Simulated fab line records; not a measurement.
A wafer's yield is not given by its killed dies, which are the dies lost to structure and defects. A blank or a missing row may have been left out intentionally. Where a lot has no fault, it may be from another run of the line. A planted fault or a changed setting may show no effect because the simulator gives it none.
Problem report, 8D (eight disciplines) form, completed by code || flow sky130 || the parts of the form that need people (team, actions taken, sign-off) are left out

## 1. WHAT WENT WRONG
Wafers without a fault read 0.940 a.u., standard deviation 0.0051; oesProductAu at SKY_VIA2_ETCH_15 reads a mean of 0.988 a.u. on 2 wafers belonging to 2 lots. Measured from the usual mean, that is +9.4 standard deviations.
The step: etches SiO2 in C4F8/O2/Ar, stops on TiN, target depth 546 nm, time 84 s.
First seen on wafer L126.5, day 39 18:46, on rieDiel-02. At this step, 34 wafers from 12 lots have a number in the record. Rule for "out", or "out of limits": more than 4 standard deviations from the usual mean. All remaining wafers that have a number are taken as sound.

## 2. WHAT THIS IS AND IS NOT
{"question": "which readings at this step", "is": "oesProductAu", "is not": "-"}
{"question": "which lots", "is": "L126, L128", "is not": "L115, L116, L117, L118, L119, L121, L130, L131, L133, L137"}
{"question": "which wafers of those lots", "is": "L126.5, L128.5", "is not": "L126.3, L128.4"}
{"question": "read on which tools", "is": "rieDiel-02, rieDiel-03", "is not": "rieDiel-04"}
{"question": "when", "is": "from day 39 18:46", "is not": "up to then (19 sound wafers); but 13 sound wafers of L128, L130, L131, L133, L137 came after"}

## 3. SUSPECTS, AND WHAT RULES EACH OUT
Counting: a tool at a process step up to the reading stays a suspect if it ran every lot that is out. Sound lots after the first of them don't rule it out here, since some wafers of a struck lot are sound.
- cmp-01 at SKY_VIA2_CMP_02 (polishes SiO2): kept. It processed each lot that is out (first: L126, day 38 19:14); up to then, its last sound lot is L121 (day 37 11:59).
After counting, what remains is cmp-01 at SKY_VIA2_CMP_02.

## 4. THE CAUSE (what the simulator had put in)
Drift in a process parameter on cmp-01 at SKY_VIA2_CMP_02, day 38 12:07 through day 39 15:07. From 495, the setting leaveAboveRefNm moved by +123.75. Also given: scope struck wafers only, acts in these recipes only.
The count eliminated every tool but this one.

## 5. SEQUENCE OF EFFECTS, ordered by route
One row per reading whose mean, taken over the struck wafers that have a number, lies over 3 standard deviations from the usual. Only readings for which the record gives a usual standard deviation are gone through. hours: the time from each lot's start at the first step in this table that gives one to its start at this step, as a median over the lots. sigmas: the change in usual standard deviations.
{"hours": 0, "step": "SKY_VIA2_ETCH_15", "reading": "oesProductAu", "usual": "0.940 a.u.", "on struck wafers": 0.988, "change": "+0.048", "sigmas": "+9.4"}
Its process steps:
- SKY_VIA2_ETCH_15: etches SiO2 in C4F8/O2/Ar, stops on TiN, target depth 546 nm, time 84 s.

## 6. WHAT WOULD HAVE CAUGHT IT SOONER
31 hours passed between the start of the fault at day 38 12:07 and the first reading out of limits in this record, taken at day 39 18:46.
Of the tool readings at SKY_VIA2_CMP_02 for which the record gives a usual standard deviation, none was out on any struck wafer, so an alarm limit of 4 standard deviations on them would not have fired.
Lots out: 2; all had begun SKY_VIA2_CMP_02 on cmp-01 by day 39 18:46. Had the tool been put on hold then, not one of them would have been saved.
